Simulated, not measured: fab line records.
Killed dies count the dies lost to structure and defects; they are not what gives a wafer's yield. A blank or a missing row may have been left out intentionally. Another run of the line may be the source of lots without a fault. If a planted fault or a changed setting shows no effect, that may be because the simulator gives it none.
A struck lot beside a sound one :: flow sky130 :: 17 steps out of a route of 708
Sound: the wafers L147.1, L147.2, L147.3. Struck: wafer L158.5. (L158.2 of the same lot was not struck and is left out.) The cause comes at the end.
For every step that has rows: the tool of each side, followed by ch and its chambers, followed by its first start. Under that, the readings that differ: sound wafers :: struck wafers :: difference of the means :: sigmas: that difference in standard deviations of wafers without a fault.
alike: readings with means less than 2 such deviations apart, plus words and numbers identical on both sides. not compared: withheld readings, readings lacking a value on some wafer, bounds such as >300 that could conceal the same value, and numbers that have no deviation in the record and whose values overlap.
A row with sigmas, a row that says differs or no value, or rows on one side alone: a step with any of these is where the two part. When numbers do not overlap yet have no deviation, they are printed without sigmas and do not part them. A reading missing from all wafers of one side parts the sides only when that side holds two or more wafers.

first, 3 steps without rows for these wafers: SKY_LI_CONTACT_EXPOSE_09 (exposes mask LICM1, target cd 170 nm); SKY_LI_CONTACT_PEB_10; SKY_LI_CONTACT_DEVELOP_11 (develop time 60 s).
SKY_LI_CONTACT_CD_MEAS_12: target cd 170 nm.
  sound: cd-sem-02 at day 31 20:10; struck: cd-sem-02 at day 34 13:16
  alike: cd-nm
SKY_LI_CONTACT_OVL_MEAS_13:
  sound: overlay-02 at day 31 20:17; struck: overlay-02 at day 34 13:22
  alike: LI_CONTACT_OVL
SKY_LI_CONTACT_ETCH_14: etches BARC in N2/H2, stops on SiO2, time 45.9 s, target depth 60 nm.
  sound on rie-diel-02 ch 1,2,3, day 31 20:19; struck on rie-diel-04 ch 1, day 34 13:24
  alike: drypump-motor-current-A, oes-product-au, throttle-valve-pct
  not compared: rf-hours-counter-h
SKY_LI_CONTACT_ETCH_15: etches PSG in C4F8/O2/Ar, stops on Si, target depth 600 nm.
  sound on rie-diel-02 ch 1,2,3, day 31 20:22; struck on rie-diel-04 ch 1, day 34 13:27
  alike: oes-product-au
SKY_LI_CONTACT_STRIP_16: strips in O2/N2.
  sound on plasma-asher-01 ch 0,1, day 31 20:27; struck on plasma-asher-01 ch 0, day 34 13:32
  alike: drypump-motor-current-A, oes-product-au, strip-time-to-endpoint-s
  not compared: rf-hours-counter-h
then, 3 steps without rows for these wafers: SKY_LI_CONTACT_CLEAN_17 (cleans in NMP, time 600 s); SKY_LI_CONTACT_PRE_CLEAN_18 (time 5.6 s); SKY_LI_CONTACT_SPUTTER_19 (material Ti, target thk 20 nm, time 106.37 s).
SKY_LI_CONTACT_SPUTTER_20: material TiN, target thk 20 nm, time 80 s.
  sound: pvd-sputter-04 at day 31 20:49; struck: pvd-sputter-01 at day 34 13:55
  alike: throttle-valve-pct
SKY_LI_CONTACT_CVD_21: deposits W, target thk 400 nm, time 120.56 s.
  sound on cvd-w-01 ch 0,1, day 31 20:53; struck on cvd-w-02 ch 1, day 34 13:59
reading: model.W_of_LI_CONTACT_CVD_21.thk-nm (nm)
sound: 409.7 405.9 414.4
struck: 430.7
difference: +20.7
sigmas: 
  alike: heater-power-w
SKY_LI_CONTACT_RS_MEAS_22: measurement is done with a four-point probe.
  sound: film-metro-02 at day 31 21:00; struck: film-metro-01 at day 34 14:08
reading: LI_CONTACT_W_RS (ohm/sq)
sound: 0.278 0.280 0.274
struck: 0.265
difference: -0.012
sigmas: -4
SKY_LI_CONTACT_THK_MEAS_23: measures by xrf.
  sound: film-metro-02 at day 31 21:07; struck: film-metro-01 at day 34 14:14
reading: LI_CONTACT_W_THK (nm)
sound: 412 408 419
struck: 441
difference: +28
sigmas: +4
SKY_LI_CONTACT_CMP_24: polishes, stops on PSG, t overpolish 20 s, target thk 0 nm.
  sound on cmp-02 ch 0,1,3, day 31 21:14; struck on cmp-01 ch 1, day 34 14:31
  alike: motor-current-A
after that, 1 step had no rows for these wafers: SKY_PAD_OPEN_PROBE_99.

== WHERE THEY PART ==
Last at SKY_LI_CONTACT_THK_MEAS_23 as far as this record goes, first at SKY_LI_CONTACT_RS_MEAS_22. Later steps at which nothing parts them and some readings are alike: SKY_LI_CONTACT_CMP_24.

WHY: whatever the simulator had introduced
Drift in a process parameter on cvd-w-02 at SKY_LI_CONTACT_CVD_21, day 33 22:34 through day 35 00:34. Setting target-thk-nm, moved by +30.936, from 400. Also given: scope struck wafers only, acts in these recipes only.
